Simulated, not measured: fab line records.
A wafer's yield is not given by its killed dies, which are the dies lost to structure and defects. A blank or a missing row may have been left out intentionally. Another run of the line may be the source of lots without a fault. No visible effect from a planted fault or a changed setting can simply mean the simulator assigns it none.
Struck lot and sound lot, side by side	flow sky130	17 steps out of a route of 708
Sound: these wafers, L199.3, L199.5, L199.6. Struck: wafer L203.3. (L203.5 of the same lot was not struck and is left out.) The cause comes at the end.
Per side, at each step with rows, come the tool, then ch with its chambers, and then its first start. Under that, the readings that differ: sound wafers	struck wafers	difference of the means	sigmas: that difference in standard deviations of wafers without a fault.
alike: readings with means less than 2 such deviations apart, plus words and numbers identical on both sides. not compared: withheld readings, readings lacking a value on some wafer, bounds such as >300 that could conceal the same value, and numbers that have no deviation in the record and whose values overlap.
A row with sigmas, a row that says differs or no value, or rows on one side alone: a step with any of these is where the two part. When numbers do not overlap yet have no deviation, they are printed without sigmas and do not part them. A reading missing from all wafers of one side parts the sides only when that side holds two or more wafers.

first, 1 step without rows for these wafers: SKY_LDD_N_IMPLANT_15.
SKY_LDD_N_STRIP_16: strips in O2/N2.
  sound on plasmaAsher-01 ch 0,1, day 20 22:43; struck on plasmaAsher-03 ch 1, day 22 04:31
  alike: drypumpMotorCurrentA, oesProductAu, stripTimeToEndpointS
  not compared: rfHoursCounterH
SKY_LDD_N_TW_MEAS_17:
  struck on filmMetro-01, day 22 04:36; sound on filmMetro-01, day 20 22:48
  alike: LDD_N_TW
then, 7 steps without rows for these wafers: SKY_LDD_P_DEHYDRATE_00 (time 60 s); SKY_LDD_P_HMDS_01 (prime time 60 s); SKY_LDD_P_COAT_02 (resist thk 1140 nm); SKY_LDD_P_SOFTBAKE_03 (time 60 s); SKY_LDD_P_EXPOSE_04 (exposes mask PSDM, target cd 380 nm); SKY_LDD_P_PEB_05; SKY_LDD_P_DEVELOP_06 (develop time 60 s).
SKY_LDD_P_CD_MEAS_07 targets a cd of 380 nm.
  struck on cdSem-01, day 23 11:10; sound on cdSem-01, day 22 05:11
  alike: cdNm
SKY_LDD_P_OVL_MEAS_08:
  struck on overlay-02, day 23 11:15; sound on overlay-01, day 22 05:16
  alike: LDD_P_OVL
SKY_LDD_P_IMPLANT_09:
  sound on implanter-04 ch 0, day 22 05:20; struck on implanter-04 ch 0, day 23 11:20
reading	sound	struck	difference	sigmas
beamOnS (s)	9.88 9.82 10.04	8.39	-1.52	-8
faradayCurrentUA	56.9 57.1 56.2	66.9	+10.2	+9
SKY_LDD_P_STRIP_10: strips in O2/N2.
  sound on plasmaAsher-01 ch 0,1, day 22 05:29; struck on plasmaAsher-04 ch 0, day 23 11:28
reading	sound	struck	difference	sigmas
drypumpMotorCurrentA (A)	5.1 5.2 5.6	6.2	+0.9	+3
  alike: oesProductAu, stripTimeToEndpointS
  not compared: rfHoursCounterH
SKY_LDD_P_TW_MEAS_11:
  struck on filmMetro-04, day 23 11:33; sound on filmMetro-02, day 22 05:34
reading	sound	struck	difference	sigmas
LDD_P_TW	627 626 628	601	-26	-6
then, 1 step without rows for these wafers: SKY_LDD_HVN_DEHYDRATE_00 (time 60 s).
-- a jump in the record: the struck wafers' starts before and after are 25 days apart (it breaks off in module LDD_HVN and resumes in module PAD_OPEN, where the first step shown is number 708 of the route) --
SKY_PAD_OPEN_PROBE_99:
  struck on prober-02, day 48 16:43; sound on prober-01, day 47 20:37
reading	sound	struck	difference	sigmas
killedAtOther	2 0 0	2	+1	+2
model.etest.tipP.rsOhmSq	6803 6833 6783	7910	+1104	
  alike: killed_at_M0_to_M3, killed_at_M4_up, killedAtContacts, killedAtFrontEnd, killedDies, killedOpen, killedShort

WHERE THEY PART
Last at SKY_PAD_OPEN_PROBE_99 as far as this record goes, first at SKY_LDD_P_IMPLANT_09.

WHY: whatever the simulator had introduced
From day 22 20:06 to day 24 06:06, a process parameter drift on implanter-04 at SKY_LDD_P_IMPLANT_09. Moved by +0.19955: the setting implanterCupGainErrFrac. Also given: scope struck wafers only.
